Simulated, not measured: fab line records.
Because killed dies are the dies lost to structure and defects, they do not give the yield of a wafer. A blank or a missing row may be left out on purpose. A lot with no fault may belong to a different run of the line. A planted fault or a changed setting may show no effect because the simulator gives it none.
Which tool did it? || flow gf180mcu || 6 lots, 18 wafers sampled, at 2 steps of a route of 602

WHAT THE GAUGES SHOWED, per wafer
GF_HV_LDD_RS_MEAS_53: measurement is done with a four-point probe.
{"lot": "L707", "measured": "day 12 21:36", "on": "film metro-03", "HV_LDD_RS (ohm/sq)": "417.9 416.7 416.9"}
{"lot": "L710", "measured": "day 13 18:40", "on": "film metro-03", "HV_LDD_RS (ohm/sq)": "416.4 417.3 416.2"}
{"lot": "L714", "measured": "day 16 00:38", "on": "film metro-01", "HV_LDD_RS (ohm/sq)": "419.2 418.9 419.5"}
{"lot": "L716", "measured": "day 16 22:05", "on": "film metro-04", "HV_LDD_RS (ohm/sq)": "417.5 418.1 417.6"}
{"lot": "L718", "measured": "day 17 02:38", "on": "film metro-04", "HV_LDD_RS (ohm/sq)": "417.4 418.3 417.9"}
{"lot": "L725", "measured": "day 18 23:05", "on": "film metro-04", "HV_LDD_RS (ohm/sq)": "419.3 417.7 418.2"}

WHAT TOOL EACH LOT RAN ON (gives the tool, then ch and the chambers of the sampled wafers, and finally the start)
{"lot": "L707", "GF_HV_LDD_IMPLANT_09": "implanter-02 ch 0, day 10 11:50"}
{"lot": "L710", "GF_HV_LDD_IMPLANT_09": "implanter-03 ch 0, day 11 07:23"}
{"lot": "L714", "GF_HV_LDD_IMPLANT_09": "implanter-02 ch 0, day 13 07:09"}
{"lot": "L716", "GF_HV_LDD_IMPLANT_09": "implanter-02 ch 0, day 14 02:33"}
{"lot": "L718", "GF_HV_LDD_IMPLANT_09": "implanter-02 ch 0, day 14 08:00"}
{"lot": "L725", "GF_HV_LDD_IMPLANT_09": "implanter-03 ch 0, day 16 01:54"}
- GF_HV_LDD_IMPLANT_09

THE ANSWER, worked out from the rows above alone
Rule: usual is defined by the lots themselves. The widest of any qualifying gaps counts: lots, ordered by their means at a reading, are off when they make up no more than a third of the lots, leave a main group of 4 or more, and stand apart from it by 3 or more times the standard deviation of that group's means. Not used: any main group whose means are identical at the precision the tables above print for the reading. A lot without any number at a reading at which 4 lots or more have one is off too. Where the step has rows for the other lots, those lots are counted as sound.
None of the lots is off at any reading shown; this tells nothing.

WHAT THE SIMULATOR PUT IN
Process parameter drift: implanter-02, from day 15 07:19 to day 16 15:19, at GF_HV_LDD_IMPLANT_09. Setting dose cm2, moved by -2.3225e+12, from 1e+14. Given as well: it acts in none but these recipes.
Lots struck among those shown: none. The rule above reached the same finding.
